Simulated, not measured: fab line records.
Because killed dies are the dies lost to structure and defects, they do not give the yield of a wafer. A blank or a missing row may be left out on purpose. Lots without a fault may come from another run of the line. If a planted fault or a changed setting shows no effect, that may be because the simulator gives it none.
Struck lot and sound lot, side by side | flow sky130 | 17 out of 708 route steps
Sound: these wafers, L366.4, L366.5, L366.6. Struck: wafer L371.1. (L371.2, L371.6 of the same lot were not struck and are left out.) The cause comes at the end.
For every step that has rows: the tool of each side, followed by ch and its chambers, followed by its first start. Under that, the readings that differ: sound wafers | struck wafers | difference of the means | sigmas: that difference in standard deviations of wafers without a fault.
alike: readings whose means differ by less than 2 such deviations, and words and numbers that are the same on both sides. not compared: withheld readings, readings that some wafer has no value for, bounds like >300 that may hide the same value, and numbers for which the record gives no deviation and whose values overlap.
The two part at a step that has a row with sigmas, a row that says differs or no value, or rows on one side only. When numbers do not overlap yet have no deviation, they are printed without sigmas and do not part them. Lack of a reading on every wafer of one side parts them only where that side has two or more wafers.

SKY_METAL5_SPUTTER_01: material TiN, target thk 20 nm, time 16.7 s.
  struck on pvd sputter-01, day 46 16:13; sound on pvd sputter-02, day 45 05:14
  reading                | sound          | struck | difference | sigmas
  throttle valve pct (%) | 26.8 27.2 29.0 | 30.5   | +2.8       | +2
SKY_METAL5_SPUTTER_02: material AlCu, target thk 1150 nm, time 61.2 s.
  struck on pvd sputter-01, day 46 16:14; sound on pvd sputter-02, day 45 05:16
  reading                | sound          | struck | difference | sigmas
  throttle valve pct (%) | 27.1 27.0 29.2 | 30.8   | +3.0       | +2
SKY_METAL5_SPUTTER_03: material Ti, target thk 5 nm, time 3.3 s.
  struck on pvd sputter-01, day 46 16:17; sound on pvd sputter-02, day 45 05:19
  reading                | sound          | struck | difference | sigmas
  throttle valve pct (%) | 26.9 27.2 28.8 | 30.6   | +3.0       | +2
SKY_METAL5_SPUTTER_04: material TiN, target thk 70 nm, time 58.3 s.
  struck on pvd sputter-01, day 46 16:19; sound on pvd sputter-02, day 45 05:20
  reading                | sound          | struck | difference | sigmas
  throttle valve pct (%) | 27.2 27.2 28.9 | 30.7   | +2.9       | +2
SKY_METAL5_RS_MEAS_05: measurement is done with a four-point probe.
  struck on film metro-02, day 46 16:25; sound on film metro-04, day 45 05:26
  alike: METAL5_ALCU_RS
SKY_METAL5_THK_MEAS_06: measures by xrf.
  struck on film metro-02, day 46 16:32; sound on film metro-04, day 45 05:32
  alike: METAL5_ALCU_THK
then, 6 steps without rows for these wafers: SKY_METAL5_DEHYDRATE_07 (time 60 s); SKY_METAL5_HMDS_08 (prime time 60 s); SKY_METAL5_COAT_09 (resist thk 1800 nm); SKY_METAL5_SOFTBAKE_10 (time 60 s); SKY_METAL5_EXPOSE_11 (exposes mask MM5, target cd 1600 nm); SKY_METAL5_PEB_12.
SKY_METAL5_DEVELOP_13: develop time 60 s.
  sound on litho track-02 ch 0, day 46 03:47; struck on litho track-03 ch 0, day 47 12:29
SKY_METAL5_DESCUM_14: chemistry O2, time 11 s.
  sound on rie metal-03 ch 0,1, day 46 03:52; struck on rie metal-03 ch 1, day 47 12:38
  reading                 | sound          | struck | difference                   | sigmas
  rf hours counter h (h)  | - - -          | 25     | no value on the sound wafers |
  model.METAL5.cd nm (nm) | 1603 1602 1602 | 1620   | +18                          |
  alike: chamber pressure mTorr, drypump motor current A, oes product au, rf fwd power W
SKY_METAL5_METAL_ETCH_15: etches the open film in Cl2/BCl3, stops on SiO2, target depth 1260 nm, time 252 s.
  sound on rie metal-03 ch 0,1, day 46 03:58; struck on rie metal-03 ch 1, day 47 12:41
  reading                 | sound             | struck | difference                   | sigmas
  oes product au (a.u.)   | 0.899 0.890 0.897 | 0.885  | -0.010                       | -2
  rf hours counter h (h)  | - - -             | 25     | no value on the sound wafers |
  model.METAL5.cd nm (nm) | 1597 1599 1598    | 1612   | +14                          |
  alike: chamber pressure mTorr, drypump motor current A, rf fwd power W, throttle valve pct
SKY_METAL5_STRIP_16: strips in O2/N2.
  sound on plasma asher-02 ch 0,1, day 46 04:10; struck on plasma asher-01 ch 0, day 47 12:55
  reading                | sound | struck | difference                   | sigmas
  rf hours counter h (h) | - - - | 36     | no value on the sound wafers |
  alike: chamber pressure mTorr, drypump motor current A, oes product au, strip time to endpoint s
SKY_PAD_OPEN_PROBE_99:
  struck on prober-02, day 49 07:08; sound on prober-01, day 48 01:02
  reading                        | sound          | struck | difference | sigmas
  defect limited yield (%)       | 78.9 81.3 80.1 | 84.6   | +4.5       | +2
  killed_at_M4_up                | 6 6 4          | 1      | -4         | -3
  killed dies                    | 104 92 98      | 76     | -22        | -2
  killed short                   | 42 43 44       | 23     | -20        | -3
  sort_bin_6_memory (%)          | 8.1 6.7 7.9    | 5.1    | -2.5       | -2
  sort n pass                    | 388 400 394    | 416    | +22        | +2
  sort yield pct (%)             | 78.9 81.3 80.1 | 84.6   | +4.5       | +2
  model.etest.met5.width nm (nm) | 1602 1600 1598 | 1613   | +13        |
  alike: killed_at_M0_to_M3, killed at contacts, killed at front end, killed at other, killed open, sort_bin_3_pad_short, sort_bin_5_function

## WHERE THEY PART
Last at SKY_PAD_OPEN_PROBE_99 as far as this record goes, first at SKY_METAL5_SPUTTER_01.

WHY: what the simulator had put in
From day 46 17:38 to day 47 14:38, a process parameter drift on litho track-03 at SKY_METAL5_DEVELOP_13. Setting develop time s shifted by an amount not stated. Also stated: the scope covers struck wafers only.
